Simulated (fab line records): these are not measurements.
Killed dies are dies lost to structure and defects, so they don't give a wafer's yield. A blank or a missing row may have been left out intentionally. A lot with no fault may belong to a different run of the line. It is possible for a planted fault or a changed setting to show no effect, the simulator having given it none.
Which tool is to blame? + flow sky130 + Sampling: 6 lots, 18 wafers, 3 of 708 route steps

## WHAT THE GAUGES READ, wafer by wafer
SKY_VIA3_BOW_MEAS_03.
| lot  | measured     | on           | VIA3_BOW (um) |
|------|--------------|--------------|---------------|
| L788 | day 40 03:06 | filmMetro-03 | 87 78 81      |
| L789 | day 40 13:08 | filmMetro-03 | 83 94 76      |
| L800 | day 42 23:37 | filmMetro-02 | 76 85 78      |
| L802 | day 43 20:45 | filmMetro-03 | 86 69 86      |
| L805 | day 44 17:11 | filmMetro-03 | 79 93 83      |
| L807 | day 44 22:51 | filmMetro-01 | 95 72 81      |

## WHAT TOOL EACH LOT RAN ON (gives the tool, then ch and the chambers of the sampled wafers, and finally the start)
| lot  | SKY_CAPM_STRIP_14                   | SKY_METAL3_METAL_ETCH_18         |
|------|-------------------------------------|----------------------------------|
| L788 | plasmaAsher-01 ch 0,1, day 39 00:05 | rieMetal-03 ch 0,1, day 40 01:48 |
| L789 | plasmaAsher-03 ch 0,1, day 39 10:29 | rieMetal-03 ch 0,1, day 40 11:44 |
| L800 | plasmaAsher-01 ch 0,1, day 41 22:32 | rieMetal-01 ch 0,1, day 42 22:02 |
| L802 | plasmaAsher-01 ch 0,1, day 42 19:58 | rieMetal-02 ch 0,1, day 43 19:28 |
| L805 | plasmaAsher-02 ch 0,1, day 43 16:58 | rieMetal-03 ch 0,1, day 44 15:47 |
| L807 | plasmaAsher-01 ch 1, day 43 22:25   | rieMetal-03 ch 1, day 44 21:34   |
- SKY_CAPM_STRIP_14: strips in O2/N2.
- SKY_METAL3_METAL_ETCH_18: etches the open film in Cl2/BCl3, stops on SiO2, target depth 845 nm, time 183.1 s.

## THE ANSWER, worked out from the rows above alone
Rule: the usual values come from the lots themselves. Put in order of their means at a reading, lots are off if they are a third of the lots or fewer, leave a main group of 4 or more, and stand apart from it by a gap of 3 or more times the standard deviation of the main group's means; of several such gaps the widest counts. A main group whose means are all the same, to the digits that the tables above print for the reading, isn't used. Also off: a lot with no number at a reading for which 4 or more lots have one. Where the step has rows for the other lots, those lots are counted as sound.
None of the lots is off at any reading shown; this tells nothing.

## WHAT HAD BEEN PUT IN BY THE SIMULATOR
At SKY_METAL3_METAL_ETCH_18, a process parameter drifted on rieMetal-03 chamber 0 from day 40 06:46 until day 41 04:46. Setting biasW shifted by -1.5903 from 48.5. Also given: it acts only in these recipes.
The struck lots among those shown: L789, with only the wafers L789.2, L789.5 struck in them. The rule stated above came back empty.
